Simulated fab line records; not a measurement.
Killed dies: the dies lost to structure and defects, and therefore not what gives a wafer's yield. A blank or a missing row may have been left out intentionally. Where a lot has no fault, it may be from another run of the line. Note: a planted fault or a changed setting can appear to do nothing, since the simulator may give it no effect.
fab line records	flow sky130
record: lots: 12	wafers: 36	last-day: 52
route steps=708 shown NWELL@78 VT_ADJUST_HVTP@92 VT_ADJUST_NCORE@128 PAD_OPEN@708
lots that met no fault: from a run of the same line without faults
start-h: the number of hours between the record's first day and the start of the first shown wafer of the lot	wait-h: hours since the lot's step before	" the same as in the row above	L1.1+2: one row covering several wafers at once	- either no value or no given start	* or withheld: withheld	< > ~ a bound
route shown NAME@n: NAME is a module with steps in the file, n the number in the route of the first one	usual: the fault-free wafers' mean and standard deviation	same: alike in all rows	chamber/n: place in a boat	sites: each site's reading	_std_site: the standard deviation of these	_edge_site: mean of outer sites minus mean of inner sites	radius-mm: for every site, how far away it sits from the centre of the wafer	mask NAME#n: copy n	behind: the tool/chamber that last shaped the wafer	hold: why the lot was held/for how many hours/how that ended	device: transistor that didn't switch, given as n, p or np	end of line: at the end of the route, the tests of the same wafers	for a step that has no rows: nothing shown but its recipe	killed: not the wafer's yield, but the dies lost to structure and defects at the first sort	map: a wafer's dies, x killed, . not, _ none there
set.NAME: the run value of the setting; set.NAME@STEP: its run value at that earlier step	model.NAME: the simulator's own value behind a step, which no gauge read
the route's steps for a sample of lots (tables are steps, rows are wafers)
services: from which hour (start-h, from the record's first day; less than 0 if before it) a tool's chamber was out of use, for how many hours, and why
== steps ==
step: SKY_NWELL_STRIP_25
recipe: chemistry: O2/N2	power-w: 1400	pressure-mtorr: 1500	platen-temp-c: withheld	o2-flow-sccm: 3000	n2-flow-sccm: 300	overash-fraction: 0.5
usual: drypump-motor-current-A: 5.79/0.3	n2-flow-sccm: 299.9/0.87	oes-product-au: 0.723/0.004	strip-time-to-endpoint-s: 36.93/0.077
lot.wafer	tool	chamber	start-h	wait-h	drypump-motor-current-A	n2-flow-sccm	oes-product-au	rf-hours-counter-h	strip-time-to-endpoint-s
L969.1	plasma-asher-01	1	102.72	0.1	6.04	299.2	0.724	43	37.02
L969.2	"	0	"	"	5.25	300.4	0.719	43	36.95
L969.3	"	0	"	"	5.24	299.9	0.717	-	36.86
L973.2	plasma-asher-02	1	125.05	0.1	6.02	300.5	0.721	44	36.78
L973.4	"	0	"	"	5.96	300.8	0.723	-	36.84
L973.5	"	0	"	"	5.96	300.4	0.716	-	36.87
L974.1	plasma-asher-01	1	131.23	0.1	6.03	300.1	0.727	1	36.92
L974.4	"	1	"	"	6.05	299.5	0.725	-	36.95
L974.5	"	1	"	"	6.06	300.1	0.715	-	36.88
L983.1	plasma-asher-04	0	166.72	0.1	5.54	300.2	0.727	50	36.91
L983.4	"	0	"	"	5.55	300.8	0.721	-	36.99
L983.6	"	1	"	"	5.86	299.3	0.728	-	36.91
L984.1	plasma-asher-01	0	170.82	0.1	5.24	299.9	0.724	5	37.00
L984.2	"	1	"	"	6.05	300.1	0.711	5	37.04
L984.5	"	0	"	"	5.26	299.6	0.718	-	37.00
L985.1	plasma-asher-01	0	173.87	0.1	5.25	301.1	0.726	6	37.04
L985.5	"	0	"	"	5.24	300.8	0.722	-	36.91
L985.6	"	1	"	"	6.02	301.3	0.723	-	36.94
L986.1	plasma-asher-02	1	176.75	0.1	5.96	299.9	0.717	49	37.01
L986.3	"	1	"	"	5.98	299.1	0.719	-	36.93
L986.6	"	1	"	"	5.99	298.9	0.721	-	36.94
L989.2	plasma-asher-04	1	318.00	0.1	5.88	297.4	0.718	64	36.92
L989.3	"	0	"	"	5.56	299.9	0.724	-	37.02
L989.4	"	1	"	"	5.92	298.0	0.720	-	36.90
L987.2	plasma-asher-01	0	318.35	0.1	5.27	299.8	0.725	19	37.03
L987.4	"	1	"	"	6.05	301.2	0.722	-	37.02
L987.6	"	1	"	"	6.06	300.0	0.722	-	36.91
L988.2	plasma-asher-02	0	318.70	0.1	5.96	298.8	0.720	62	36.92
L988.4	"	0	"	"	5.97	300.2	0.725	-	37.04
L988.6	"	0	"	"	5.98	300.1	0.720	-	36.98
L990.2	plasma-asher-04	0	319.05	0.1	5.56	299.8	0.733	64	36.94
L990.3	"	1	"	"	5.84	300.6	0.720	-	36.93
L990.4	"	0	"	"	5.56	299.7	0.728	-	36.88
L991.2	plasma-asher-02	1	320.00	0.1	5.98	299.7	0.722	62	36.99
L991.4	"	0	"	"	5.96	301.1	0.726	-	36.78
L991.6	"	1	"	"	5.98	299.9	0.726	-	36.99
step: SKY_NWELL_RTA_28
recipe: temp-c: 1050	time-s: 30	idle-temp-c: 650	ramp-up-c-per-s: 150	ramp-down-c-per-s: 90	ambient: N2
usual: chamber-o2-ppm: 1.996/0.022	lamp-power-pct: 25.31/0.056	wafer_temp_C_max: 1054.9/0.86
lot.wafer	tool	chamber	start-h	wait-h	chamber-o2-ppm	lamp-power-pct	wafer_temp_C_max
L969.1	rtp-anneal-01	0	102.94	0.0	1.982	25.30	1055.0
L969.2	"	0	"	"	1.966	25.30	1054.9
L969.3	"	0	"	"	2.012	25.31	1054.6
L973.2	rtp-anneal-02	0	125.28	0.0	2.027	25.33	1054.5
L973.4	"	0	"	"	2.038	25.35	1054.0
L973.5	"	0	"	"	2.006	25.23	1056.9
L974.1	rtp-anneal-01	0	131.44	0.0	1.969	25.37	1055.0
L974.4	"	0	"	"	1.990	25.35	1055.5
L974.5	"	0	"	"	1.978	25.29	1054.3
L983.1	rtp-anneal-01	0	166.93	0.0	1.992	25.19	1054.5
L983.4	"	0	"	"	1.936	25.33	1054.2
L983.6	"	0	"	"	2.025	25.38	1055.0
L984.1	rtp-anneal-02	0	171.03	0.0	1.998	25.32	1054.3
L984.2	"	0	"	"	2.051	25.28	1055.4
L984.5	"	0	"	"	1.984	25.40	1054.9
L985.1	rtp-anneal-01	0	174.08	0.0	2.008	25.35	1056.2
L985.5	"	0	"	"	2.015	25.38	1053.9
L985.6	"	0	"	"	1.999	25.38	1054.6
L986.1	rtp-anneal-02	0	176.96	0.0	1.977	25.26	1053.5
L986.3	"	0	"	"	1.963	25.18	1053.4
L986.6	"	0	"	"	1.925	25.38	1054.2
L989.2	rtp-anneal-02	0	318.23	0.0	1.974	25.28	1055.7
L989.3	"	0	"	"	2.020	25.21	1056.2
L989.4	"	0	"	"	2.008	25.24	1055.1
L987.2	rtp-anneal-01	0	318.58	0.0	1.979	25.34	1055.1
L987.4	"	0	"	"	1.992	25.31	1054.9
L987.6	"	0	"	"	1.995	25.31	1056.3
L988.2	rtp-anneal-02	0	318.93	0.0	2.010	25.34	1054.9
L988.4	"	0	"	"	1.996	25.24	1054.8
L988.6	"	0	"	"	2.025	25.23	1054.6
L990.2	rtp-anneal-01	0	319.28	0.0	2.000	25.31	1056.4
L990.3	"	0	"	"	1.985	25.34	1054.3
L990.4	"	0	"	"	1.989	25.36	1056.1
L991.2	rtp-anneal-01	0	320.23	0.0	1.976	25.24	1055.0
L991.4	"	0	"	"	1.987	25.35	1053.9
L991.6	"	0	"	"	1.993	25.25	1054.7
step: SKY_VT_ADJUST_HVTP_CD_MEAS_07
recipe: target-cd-nm: 380
usual: cd-nm: 379.8/2.6
lot.wafer	tool	chamber	start-h	wait-h	cd-nm
L969.1	cd-sem-02	-	119.86	0.1	380.2
L969.2	"	-	"	"	378.0
L969.3	"	-	"	"	382.1
L973.2	cd-sem-02	-	140.41	0.1	380.4
L973.4	"	-	"	"	381.1
L973.5	"	-	"	"	380.7
L974.1	cd-sem-02	-	145.84	0.1	379.3
L974.4	"	-	"	"	381.0
L974.5	"	-	"	"	379.8
L983.1	cd-sem-01	-	178.16	0.1	382.5
L983.4	"	-	"	"	382.2
L983.6	"	-	"	"	384.5
L984.1	cd-sem-02	-	181.74	0.1	382.9
L984.2	"	-	"	"	384.1
L984.5	"	-	"	"	381.8
L985.1	cd-sem-02	-	184.46	0.1	376.3
L985.5	"	-	"	"	379.9
L985.6	"	-	"	"	379.2
L986.1	cd-sem-02	-	186.54	0.1	381.7
L986.3	"	-	"	"	383.3
L986.6	"	-	"	"	381.8
L989.2	cd-sem-01	-	343.58	0.1	380.0
L989.3	"	-	"	"	376.1
L989.4	"	-	"	"	379.1
L987.2	cd-sem-02	-	343.68	0.1	381.6
L987.4	"	-	"	"	382.1
L987.6	"	-	"	"	385.4
L988.2	cd-sem-01	-	343.91	0.1	378.4
L988.4	"	-	"	"	376.6
L988.6	"	-	"	"	379.4
L990.2	cd-sem-02	-	343.98	0.1	381.3
L990.3	"	-	"	"	380.4
L990.4	"	-	"	"	381.3
L991.2	cd-sem-02	-	345.88	0.1	381.2
L991.4	"	-	"	"	383.0
L991.6	"	-	"	"	382.2
step: SKY_VT_ADJUST_NCORE_IMPLANT_09
recipe: species: B	energy-kev: 10	dose-cm2: 2.4e+12	tilt-deg: withheld
usual: dose-ions-cm2: 2.4004e+12/2.6e+09	faraday-current-uA: 13.52/0.3
lot.wafer	tool	chamber	start-h	wait-h	dose-ions-cm2	faraday-current-uA
L969.1	implanter-04	0	162.79	0.0	2.4019e+12	13.32
L969.2	"	0	"	"	2.4009e+12	13.51
L969.3	"	0	"	"	2.4036e+12	14.20
L973.2	implanter-04	0	178.44	0.0	2.4028e+12	12.95
L973.4	"	0	"	"	2.3985e+12	12.94
L973.5	"	0	"	"	2.4008e+12	13.64
L974.1	implanter-01	0	181.66	0.0	2.3996e+12	14.08
L974.4	"	0	"	"	2.396e+12	13.56
L974.5	"	0	"	"	2.4006e+12	13.53
L983.1	implanter-01	0	224.38	0.0	2.5608e+12	14.49
L983.4	"	0	"	"	2.5617e+12	14.84
L983.6	"	0	"	"	2.5616e+12	14.43
L984.1	implanter-04	0	228.86	0.0	2.4014e+12	13.49
L984.2	"	0	"	"	2.4004e+12	14.11
L984.5	"	0	"	"	2.4028e+12	13.24
L985.1	implanter-01	0	234.66	0.0	2.5613e+12	14.36
L985.5	"	0	"	"	2.5632e+12	14.20
L985.6	"	0	"	"	2.5603e+12	14.59
L986.1	implanter-01	0	237.19	0.0	2.5632e+12	14.43
L986.3	"	0	"	"	2.5618e+12	14.42
L986.6	"	0	"	"	2.5627e+12	14.57
L989.2	implanter-03	0	428.82	0.0	2.3992e+12	13.51
L989.3	"	0	"	"	2.397e+12	13.56
L989.4	"	0	"	"	2.3982e+12	13.57
L987.2	implanter-01	0	428.97	0.0	2.4005e+12	13.55
L987.4	"	0	"	"	2.4042e+12	13.89
L987.6	"	0	"	"	2.4026e+12	13.41
L988.2	implanter-03	0	429.72	0.0	2.4019e+12	13.40
L988.4	"	0	"	"	2.4018e+12	13.38
L988.6	"	0	"	"	2.4005e+12	13.26
L990.2	implanter-01	0	430.02	0.0	2.4004e+12	13.74
L990.3	"	0	"	"	2.4012e+12	13.64
L990.4	"	0	"	"	2.3955e+12	13.97
L991.2	implanter-03	0	431.52	0.0	2.3981e+12	13.36
L991.4	"	0	"	"	2.398e+12	13.53
L991.6	"	0	"	"	2.3963e+12	13.56
step: SKY_PAD_OPEN_PROBE_99
usual: killed_at_M0_to_M3: 43/7	killed_at_M4_up: 2.7/1.6	killed-at-contacts: 24/5.3	killed-at-front-end: 16/4.6	killed-at-other: 0.3/0.53	killed-dies: 86/9.3	killed-open: 47/6.9	killed-short: 38/6.1
same: gross-dies: 492	killed-at-back-side: 0
lot.wafer	tool	chamber	start-h	wait-h	killed_at_M0_to_M3	killed_at_M4_up	killed-at-contacts	killed-at-front-end	killed-at-other	killed-dies	killed-open	killed-short
L969.1	prober-02	-	1041.12	0.1	34	6	22	16	0	78	42	35
L969.2	prober-02	-	1041.17	0.1	43	2	28	17	0	90	46	41
L969.3	prober-02	-	1041.22	0.2	35	2	28	18	0	83	39	43
L973.2	prober-01	-	1051.13	0.1	47	5	22	12	1	87	50	36
L973.4	prober-01	-	1051.23	0.2	51	2	26	11	1	91	46	45
L973.5	prober-01	-	1051.28	0.2	46	2	19	22	0	89	46	43
L974.1	prober-01	-	1060.99	0.1	30	5	19	17	0	71	29	42
L974.4	prober-01	-	1061.14	0.2	35	1	29	16	0	81	46	35
L974.5	prober-01	-	1061.19	0.2	42	4	21	15	1	83	48	35
L983.1	prober-01	-	1098.91	0.1	64	2	19	9	0	94	56	38
L983.4	prober-01	-	1099.06	0.2	41	3	39	12	0	95	56	39
L983.6	prober-01	-	1099.16	0.2	52	2	22	11	1	88	52	36
L984.1	prober-02	-	1103.86	0.1	40	2	25	14	0	81	45	36
L984.2	prober-02	-	1103.91	0.1	41	2	24	20	0	87	45	42
L984.5	prober-02	-	1104.06	0.2	45	2	27	9	1	84	47	37
L985.1	prober-01	-	1113.46	0.1	47	3	29	17	1	97	53	44
L985.5	prober-01	-	1113.66	0.2	38	4	26	9	0	77	41	34
L985.6	prober-01	-	1113.71	0.2	41	3	18	8	0	70	34	36
L986.1	prober-02	-	1116.71	0.1	50	5	29	11	0	95	55	40
L986.3	prober-02	-	1116.81	0.2	50	2	20	18	0	90	61	29
L986.6	prober-02	-	1116.96	0.2	49	4	27	18	0	98	55	42
L989.2	prober-01	-	1239.06	0.1	44	2	32	26	1	105	53	50
L989.3	prober-01	-	1239.11	0.2	48	4	30	17	1	100	55	43
L989.4	prober-01	-	1239.16	0.2	44	4	21	20	1	90	56	33
L987.2	prober-02	-	1240.67	0.1	43	3	24	15	0	85	58	27
L987.4	prober-02	-	1240.77	0.2	46	2	25	16	0	89	52	37
L987.6	prober-02	-	1240.87	0.2	41	3	24	20	1	89	50	39
L988.2	prober-02	-	1241.31	0.1	41	2	19	13	0	75	45	30
L988.4	prober-02	-	1241.41	0.2	39	1	30	13	1	84	47	34
L988.6	prober-02	-	1241.51	0.2	48	1	19	17	2	87	47	38
L991.2	prober-02	-	1242.17	0.1	47	1	29	13	1	91	42	49
L991.4	prober-02	-	1242.27	0.2	40	3	31	20	0	94	57	36
L991.6	prober-02	-	1242.37	0.2	43	6	27	20	0	96	52	43
L990.2	prober-02	-	1242.81	0.1	24	1	23	8	1	57	32	24
L990.3	prober-02	-	1242.86	0.2	30	2	26	17	0	75	43	32
L990.4	prober-02	-	1242.91	0.2	52	1	21	11	1	86	48	38
killed by level:class
L969.1 CONTACT:geometric-particle:open=9 LI_CONTACT:geometric-particle:open=9 VIA1:geometric-particle:open=9 METAL4:geometric-particle:short=6 FIELD_ISO:geometric-particle:short=5 METAL2:geometric-particle:short=4 VIA2:geometric-particle:open=4 VIA3:geometric-particle:open=4
L969.2 VIA1:geometric-particle:open=9 VIA3:geometric-particle:open=8 CONTACT:geometric-particle:open=7 LI_CONTACT:geometric-particle:open=6 FIELD_ISO:geometric-particle:open=5 METAL1:geometric-particle:short=5 FIELD_ISO:geometric-particle:short=4 LOCAL_INTERCONNECT:geometric-particle:short=4
L969.3 CONTACT:geometric-particle:open=9 LI_CONTACT:geometric-particle:open=7 METAL2:geometric-particle:short=7 VIA1:geometric-particle:open=6 VIA2:geometric-particle:open=6 FIELD_ISO:geometric-particle:short=5 CONTACT:geometric-particle:short=5 METAL1:geometric-particle:short=5
L973.2 VIA1:geometric-particle:open=13 VIA3:geometric-particle:short=7 LI_CONTACT:geometric-particle:open=6 CONTACT:geometric-particle:open=6 VIA2:geometric-particle:open=5 METAL2:geometric-particle:short=5 VIA3:geometric-particle:open=5 POLY_GATE:geometric-particle:open=4
L973.4 VIA1:geometric-particle:open=13 CONTACT:geometric-particle:open=10 METAL2:geometric-particle:short=8 LOCAL_INTERCONNECT:geometric-particle:short=6 VIA1:geometric-particle:short=5 VIA3:geometric-particle:open=5 VIA3:geometric-particle:short=4 LI_CONTACT:geometric-particle:open=4
L973.5 VIA1:geometric-particle:open=12 METAL2:geometric-particle:short=7 POLY_GATE:geometric-particle:open=6 LI_CONTACT:geometric-particle:open=6 FIELD_ISO:geometric-particle:short=5 POLY_GATE:geometric-particle:short=5 CONTACT:geometric-particle:open=5 VIA2:geometric-particle:open=5
L974.1 METAL2:geometric-particle:short=7 CONTACT:geometric-particle:open=7 CONTACT:geometric-particle:short=6 METAL4:geometric-particle:short=5 VIA1:geometric-particle:open=5 FIELD_ISO:geometric-particle:open=4 VIA3:geometric-particle:short=4 VIA3:geometric-particle:open=4
L974.4 CONTACT:geometric-particle:open=12 VIA1:geometric-particle:open=9 VIA1:geometric-particle:short=7 LI_CONTACT:geometric-particle:open=5 LOCAL_INTERCONNECT:geometric-particle:short=5 METAL1:geometric-particle:short=5 VIA3:geometric-particle:open=5 FIELD_ISO:geometric-particle:short=4
L974.5 VIA1:geometric-particle:open=11 VIA2:geometric-particle:open=9 CONTACT:geometric-particle:open=8 FIELD_ISO:geometric-particle:open=6 METAL1:geometric-particle:short=5 LOCAL_INTERCONNECT:geometric-particle:short=5 CONTACT:geometric-particle:short=4 VIA1:geometric-particle:short=4
L983.1 VIA3:geometric-particle:open=12 VIA1:geometric-particle:open=12 CONTACT:geometric-particle:open=9 VIA1:geometric-particle:short=8 METAL1:geometric-particle:short=7 VIA2:geometric-particle:open=6 LI_CONTACT:geometric-particle:open=6 METAL3:geometric-particle:short=5
L983.4 CONTACT:geometric-particle:open=16 LI_CONTACT:geometric-particle:open=12 VIA3:geometric-particle:open=8 VIA2:geometric-particle:open=8 METAL2:geometric-particle:short=6 CONTACT:geometric-particle:short=5 VIA1:geometric-particle:open=5 LOCAL_INTERCONNECT:geometric-particle:short=4
L983.6 VIA1:geometric-particle:open=16 VIA3:geometric-particle:open=11 LI_CONTACT:geometric-particle:open=7 METAL1:geometric-particle:short=6 VIA1:geometric-particle:short=5 METAL2:geometric-particle:short=5 FIELD_ISO:geometric-particle:open=4 POLY_GATE:geometric-particle:open=4
L984.1 CONTACT:geometric-particle:open=11 LI_CONTACT:geometric-particle:open=7 VIA1:geometric-particle:open=7 METAL2:geometric-particle:short=7 VIA2:geometric-particle:open=7 VIA3:geometric-particle:open=6 POLY_GATE:geometric-particle:short=5 VIA3:geometric-particle:short=4
L984.2 VIA1:geometric-particle:open=12 FIELD_ISO:geometric-particle:short=6 POLY_GATE:geometric-particle:short=6 LI_CONTACT:geometric-particle:open=6 METAL2:geometric-particle:short=6 VIA3:geometric-particle:open=6 CONTACT:geometric-particle:short=5 CONTACT:geometric-particle:open=5
L984.5 CONTACT:geometric-particle:open=9 VIA1:geometric-particle:open=9 VIA2:geometric-particle:open=6 LOCAL_INTERCONNECT:geometric-particle:short=6 METAL1:geometric-particle:short=6 LI_CONTACT:geometric-particle:open=5 FIELD_ISO:geometric-particle:open=4 CONTACT:geometric-particle:short=4
L985.1 CONTACT:geometric-particle:open=11 VIA3:geometric-particle:open=9 LI_CONTACT:geometric-particle:open=7 METAL2:geometric-particle:short=7 VIA2:geometric-particle:open=7 FIELD_ISO:geometric-particle:short=6 VIA1:geometric-particle:open=6 CONTACT:geometric-particle:short=5
L985.5 LI_CONTACT:geometric-particle:open=7 VIA1:geometric-particle:open=6 CONTACT:geometric-particle:open=6 CONTACT:geometric-particle:short=6 VIA1:geometric-particle:short=6 VIA2:geometric-particle:open=6 METAL3:geometric-particle:short=5 VIA3:geometric-particle:short=4
L985.6 METAL2:geometric-particle:short=10 CONTACT:geometric-particle:open=9 VIA1:geometric-particle:open=7 VIA2:geometric-particle:open=7 POLY_GATE:geometric-particle:short=4 LI_CONTACT:geometric-particle:open=4 METAL1:geometric-particle:short=4 FIELD_ISO:geometric-particle:short=3
L986.1 VIA1:geometric-particle:open=12 CONTACT:geometric-particle:open=10 LI_CONTACT:geometric-particle:open=9 VIA2:geometric-particle:open=9 VIA3:geometric-particle:short=5 CONTACT:geometric-particle:short=5 METAL2:geometric-particle:short=5 VIA3:geometric-particle:open=4
L986.3 VIA1:geometric-particle:open=15 VIA2:geometric-particle:open=9 CONTACT:geometric-particle:open=8 LI_CONTACT:geometric-particle:open=7 VIA3:geometric-particle:open=6 FIELD_ISO:geometric-particle:short=5 POLY_GATE:geometric-particle:open=4 LOCAL_INTERCONNECT:geometric-particle:short=4
L986.6 VIA1:geometric-particle:open=14 CONTACT:geometric-particle:open=9 LI_CONTACT:geometric-particle:open=8 FIELD_ISO:geometric-particle:open=7 VIA1:geometric-particle:short=7 VIA2:geometric-particle:open=6 VIA3:geometric-particle:open=6 FIELD_ISO:geometric-particle:short=5
L989.2 VIA1:geometric-particle:open=12 CONTACT:geometric-particle:open=9 LI_CONTACT:geometric-particle:open=9 VIA1:geometric-particle:short=9 FIELD_ISO:geometric-particle:short=6 POLY_GATE:geometric-particle:open=6 LOCAL_INTERCONNECT:geometric-particle:short=6 POLY_GATE:geometric-particle:short=5
L989.3 CONTACT:geometric-particle:open=16 METAL1:geometric-particle:short=10 VIA3:geometric-particle:open=10 VIA1:geometric-particle:open=8 LI_CONTACT:geometric-particle:open=6 POLY_GATE:geometric-particle:short=5 VIA3:geometric-particle:short=5 POLY_GATE:geometric-particle:open=4
L989.4 VIA1:geometric-particle:open=13 LI_CONTACT:geometric-particle:open=9 VIA2:geometric-particle:open=8 FIELD_ISO:geometric-particle:open=7 CONTACT:geometric-particle:open=7 FIELD_ISO:geometric-particle:short=4 POLY_GATE:geometric-particle:open=4 LI_CONTACT:geometric-particle:short=4
L987.2 VIA1:geometric-particle:open=22 LI_CONTACT:geometric-particle:open=10 CONTACT:geometric-particle:open=9 FIELD_ISO:geometric-particle:short=6 FIELD_ISO:geometric-particle:open=5 VIA3:geometric-particle:open=5 METAL2:geometric-particle:short=4 LOCAL_INTERCONNECT:geometric-particle:short=3
L987.4 VIA1:geometric-particle:open=14 LI_CONTACT:geometric-particle:open=8 VIA3:geometric-particle:open=8 CONTACT:geometric-particle:open=7 METAL2:geometric-particle:short=6 LI_CONTACT:geometric-particle:short=5 FIELD_ISO:geometric-particle:open=4 POLY_GATE:geometric-particle:short=4
L987.6 VIA1:geometric-particle:open=9 FIELD_ISO:geometric-particle:open=7 LI_CONTACT:geometric-particle:open=7 METAL1:geometric-particle:short=7 VIA2:geometric-particle:open=5 LOCAL_INTERCONNECT:geometric-particle:short=5 CONTACT:geometric-particle:open=5 POLY_GATE:geometric-particle:short=4
L988.2 VIA1:geometric-particle:open=10 VIA3:geometric-particle:open=7 LI_CONTACT:geometric-particle:open=6 CONTACT:geometric-particle:open=6 METAL1:geometric-particle:short=6 FIELD_ISO:geometric-particle:open=5 VIA2:geometric-particle:open=5 FIELD_ISO:geometric-particle:short=3
L988.4 LI_CONTACT:geometric-particle:open=16 VIA3:geometric-particle:open=13 VIA1:geometric-particle:open=6 CONTACT:geometric-particle:open=4 LI_CONTACT:geometric-particle:short=4 LOCAL_INTERCONNECT:geometric-particle:short=4 POLY_CUT:geometric-particle:short=3 VIA2:geometric-particle:short=3
L988.6 VIA3:geometric-particle:open=17 VIA1:geometric-particle:open=8 CONTACT:geometric-particle:open=7 VIA1:geometric-particle:short=6 METAL1:geometric-particle:short=5 FIELD_ISO:geometric-particle:short=4 FIELD_ISO:geometric-particle:open=4 LI_CONTACT:geometric-particle:open=4
L991.2 LI_CONTACT:geometric-particle:open=13 VIA1:geometric-particle:short=9 LOCAL_INTERCONNECT:geometric-particle:short=7 VIA1:geometric-particle:open=7 METAL3:geometric-particle:short=6 VIA3:geometric-particle:open=6 VIA2:geometric-particle:open=5 POLY_GATE:geometric-particle:short=4
L991.4 CONTACT:geometric-particle:open=13 LI_CONTACT:geometric-particle:open=9 VIA3:geometric-particle:open=8 POLY_GATE:geometric-particle:open=6 VIA1:geometric-particle:open=5 LI_CONTACT:geometric-particle:short=5 METAL2:geometric-particle:short=5 METAL3:geometric-particle:short=5
L991.6 CONTACT:geometric-particle:open=11 VIA2:geometric-particle:open=8 LI_CONTACT:geometric-particle:open=7 FIELD_ISO:geometric-particle:open=6 METAL4:geometric-particle:short=6 VIA1:geometric-particle:open=6 METAL1:geometric-particle:short=5 METAL2:geometric-particle:short=5
L990.2 CONTACT:geometric-particle:open=9 VIA1:geometric-particle:open=7 LI_CONTACT:geometric-particle:open=5 VIA1:geometric-particle:short=5 POLY_GATE:geometric-particle:open=4 LOCAL_INTERCONNECT:geometric-particle:short=4 METAL2:geometric-particle:short=4 FIELD_ISO:geometric-particle:open=3
L990.3 LI_CONTACT:geometric-particle:open=12 METAL1:geometric-particle:short=8 FIELD_ISO:geometric-particle:open=6 CONTACT:geometric-particle:open=6 VIA1:geometric-particle:open=5 POLY_GATE:geometric-particle:short=4 VIA2:geometric-particle:open=4 FIELD_ISO:geometric-particle:short=3
L990.4 METAL2:geometric-particle:short=10 VIA1:geometric-particle:open=10 VIA3:geometric-particle:open=7 VIA2:geometric-particle:open=6 METAL1:geometric-particle:short=6 LI_CONTACT:geometric-particle:open=4 LI_CONTACT:geometric-particle:short=4 CONTACT:geometric-particle:open=4
== services ==
tool	chamber	start-h	hours	kind
plasma-asher-01	-	108.75	9.0	pm
plasma-asher-01	0	108.75	9.0	vent-cycle
plasma-asher-01	-	110.54	3.3	repair
implanter-04	-	133.66	2.6	repair
plasma-asher-01	-	192.31	1.9	repair
plasma-asher-04	-	228.94	2.8	pm
implanter-03	-	240.34	2.8	repair
implanter-01	-	251.56	28.1	repair
implanter-04	-	271.72	43.5	repair
implanter-01	-	284.88	5.4	pm
plasma-asher-01	-	289.19	3.2	repair
plasma-asher-02	-	297.63	0.9	repair
plasma-asher-01	-	309.74	2.8	pm
implanter-04	-	319.39	18.0	pm
plasma-asher-01	-	325.94	1.8	repair
plasma-asher-02	-	337.01	1.3	repair
implanter-03	-	341.01	4.6	pm
implanter-04	-	350.41	1.7	repair
plasma-asher-02	-	352.14	0.8	repair
plasma-asher-01	-	397.89	1.1	repair
implanter-03	-	414.34	2.0	repair
implanter-03	-	418.86	4.0	pm
plasma-asher-02	-	421.25	9.0	pm
implanter-04	-	427.77	4.9	pm
== key ==
first-sign: step: SKY_VT_ADJUST_NCORE_IMPLANT_09	reading: dose-ions-cm2	direction: up	sigmas: 62	usual: *	struck: *
effect: step: SKY_VT_ADJUST_NCORE_IMPLANT_09	reading: faraday-current-uA	direction: up	sigmas: 3.2	usual: 13.52	struck: 14.48
met-at SKY_VT_ADJUST_NCORE_IMPLANT_09
struck-lots L983,L985,L986
tester-left-out L983,L985,L986
not-acting-at SKY_NWELL_STRIP_25,SKY_NWELL_RTA_28,SKY_VT_ADJUST_HVTP_CD_MEAS_07
onset-between 181.66 224.38
fault: kind: process-parameter-drift	tool: implanter-01	chamber: -	onset-h: 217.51	steps: SKY_VT_ADJUST_NCORE_IMPLANT_09	channel: dose-cm2	offset: *	shape: step	end-h: 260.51	acts-in: *	stated: *
tester-left-out: of these lots the tester's yield and bins aren't shown, on N5 and GAA mostly nor the transistor test; their killed dies are dies lost to structure and defects alone, not to doping, threshold or leakage, so they don't give the yield
